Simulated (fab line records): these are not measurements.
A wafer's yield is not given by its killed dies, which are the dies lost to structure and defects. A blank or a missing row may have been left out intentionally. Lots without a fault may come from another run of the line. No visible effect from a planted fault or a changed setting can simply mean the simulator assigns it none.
2 desks looking at one fault | flow sky130 | what lay behind the numbers comes last; until then each desk has only its own

== AT THE TOOL OWNER'S DESK: pecvd-02 ==
The tool's own readings at SKY_CAP2M_CVD_00 (deposits SiO2, target thk 15.5 nm): means of the sampled wafers that have a number, for each lot that ran on this tool. The brackets show how far a lot's mean lies from the usual mean; more than 4 standard deviations puts the lot out of limits, marked OUT.
Columns: A = heater-power-w at SKY_CAP2M_CVD_00, usual 716 W
lot  | first seen here | A
L269 | day 42 15:04    | 725
L279 | day 45 02:19    | 744
L281 | day 45 17:19    | 655
L283 | day 46 07:18    | 670
Result from this desk: across the 4 lots, nothing is out of limits.

== AT THE METROLOGY DESK ==
What the gauges read, lot by lot, whatever tool the lot ran on: means of the sampled wafers that have a number. The brackets show how far a lot's mean lies from the usual mean; more than 4 standard deviations puts the lot out of limits, marked OUT.
Columns: A = CAP2M_CVD_00_THK at SKY_CAP2M_THK_MEAS_01, usual 15.44 nm
lot  | first seen here | A
L261 | day 40 19:44    | 15.32
L265 | day 41 14:31    | 15.41
L268 | day 42 13:52    | 15.39
L269 | day 42 15:05    | 15.55
L271 | day 43 04:01    | 15.24
L272 | day 43 11:35    | 15.58
L279 | day 45 02:22    | 15.52
L281 | day 45 17:20    | 14.33 (-5.5) OUT
L282 | day 45 22:53    | 15.58
L283 | day 46 07:19    | 14.43 (-5.0) OUT
Finding of this desk: L281, L283 out of limits, first seen on L281 at day 45 17:20 (CAP2M_CVD_00_THK at SKY_CAP2M_THK_MEAS_01). In limits: L261, L265, L268, L269, L271, L272, L279, L282.

== PUT TOGETHER ==
At day 45 17:20 the metrology desk could have sounded an alarm, on L281, L283.
The desk of the tool owner found nothing out of limits.
On record at the tool owner's desk: L281, L283, within its limits.
SKY_CAP2M_CVD_00 was run on pecvd-02 by each of the lots named.

== WHAT THE SIMULATOR HAD PUT IN ==
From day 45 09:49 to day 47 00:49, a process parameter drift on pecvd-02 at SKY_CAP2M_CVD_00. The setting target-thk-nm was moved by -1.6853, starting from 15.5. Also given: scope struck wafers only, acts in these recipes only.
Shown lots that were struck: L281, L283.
Hours from the fault's start to each desk's first reading out of limits: the metrology desk, 8.
